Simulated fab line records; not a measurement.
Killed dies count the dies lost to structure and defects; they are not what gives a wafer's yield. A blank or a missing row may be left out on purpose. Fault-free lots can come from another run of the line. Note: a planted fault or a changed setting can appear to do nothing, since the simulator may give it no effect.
A lot that was struck, set against a sound lot :: flow sfq-line :: 14 steps out of a route of 325
Sound: the wafers L494.2, L494.3, L494.6. Struck: wafer L505.6 (L505.2, L505.4, from the same lot, were not struck and are left out); the cause is given at the end.
At each step with rows: each side's tool, then ch and its chambers, then its first start. Under that, the readings that differ: sound wafers :: struck wafers :: difference of the means :: sigmas: that difference in standard deviations of wafers without a fault.
alike: readings with means less than 2 such deviations apart, plus words and numbers identical on both sides. not compared: withheld readings, readings lacking a value on some wafer, bounds such as >300 that could conceal the same value, and numbers that have no deviation in the record and whose values overlap.
A row with sigmas, a row that says differs or no value, or rows on one side alone: a step with any of these is where the two part. Non-overlapping numbers with no deviation appear without sigmas and do not part them. Lack of a reading on every wafer of one side parts them only where that side has two or more wafers.

first, 2 steps without rows for these wafers: SFQ_TRILAYER_I2_VIA_STRIP_SOLV_CLEAN_072 (cleans in NMP, time 600 s); SFQ_TRILAYER_M3_DEP_PRE_CLEAN_074 (time 22.5 s).
SFQ_TRILAYER_M3_DEP_SPUTTER_073: material Nb, target thk 200 nm, time 133.3 s.
  sound on pvd-sputter-06 at day 40 14:08; struck on pvd-sputter-06 at day 45 01:19
  alike: cathode-dc-power-W, chamber-pressure-pa, substrate-temp-c, throttle-valve-pct
SFQ_M3_RS_MEAS_919: a four-point-probe measurement.
  sound on film-metro-03 at day 40 14:15; struck on film-metro-02 at day 45 01:26
  alike: M3_NB_RS
then, 6 steps without rows for these wafers: SFQ_TRILAYER_M3_LITHO_COAT_080 (resist thk 62 nm); SFQ_TRILAYER_M3_LITHO_COAT_075 (resist thk 600 nm); SFQ_TRILAYER_M3_LITHO_SOFTBAKE_079; SFQ_TRILAYER_M3_LITHO_EXPOSE_076 (exposes mask M3, target cd 500 nm); SFQ_TRILAYER_M3_LITHO_PEB_078 (peb time 60 s); SFQ_TRILAYER_M3_LITHO_DEVELOP_077 (time 60 s).
-- the record jumps here: 6 days lie between the struck wafers' starts before and after --
SFQ_M3_OVL_MEAS_921:
  sound on overlay-01 at day 46 11:16; struck on overlay-01 at day 50 20:07
  alike: M3_OVL
SFQ_TRILAYER_M3_BARC_OPEN_METAL_ETCH_100: etches BARC in O2, target depth 125 nm, time 41.7 s.
  sound on rie-metal-03 ch 0,1, day 46 11:17; struck on rie-metal-04 ch 0, day 50 20:08
reading: model.KrF_of_TRILAYER_M3_LITHO_COAT_075.thk-nm (nm)
sound: 523.2 523.5 521.1
struck: 487.5
difference: -35.1
sigmas: 
  alike: drypump-motor-current-A, oes-product-au
  not compared: rf-hours-counter-h
SFQ_TRILAYER_M3_ETCH_METAL_ETCH_078: etches Nb in Cl2/Ar, stops on SiO2, target depth 240 nm, time 120 s.
  sound on rie-metal-03 ch 0,1, day 46 11:21; struck on rie-metal-04 ch 0, day 50 20:12
reading: model.KrF_of_TRILAYER_M3_LITHO_COAT_075.thk-nm (nm)
sound: 380.7 387.1 377.5
struck: 347.7
difference: -34.1
sigmas: 
  alike: drypump-motor-current-A, oes-product-au
  not compared: rf-hours-counter-h
SFQ_TRILAYER_M3_STRIP_STRIP_079: strips in O2.
  sound on rie-metal-03 ch 0,1, day 46 11:28; struck on rie-metal-04 ch 0, day 50 20:20
  alike: drypump-motor-current-A, oes-product-au, platen-temp-c
  not compared: rf-hours-counter-h

== WHERE THEY PART ==
Nowhere in this record.

WHY: whatever the simulator had introduced
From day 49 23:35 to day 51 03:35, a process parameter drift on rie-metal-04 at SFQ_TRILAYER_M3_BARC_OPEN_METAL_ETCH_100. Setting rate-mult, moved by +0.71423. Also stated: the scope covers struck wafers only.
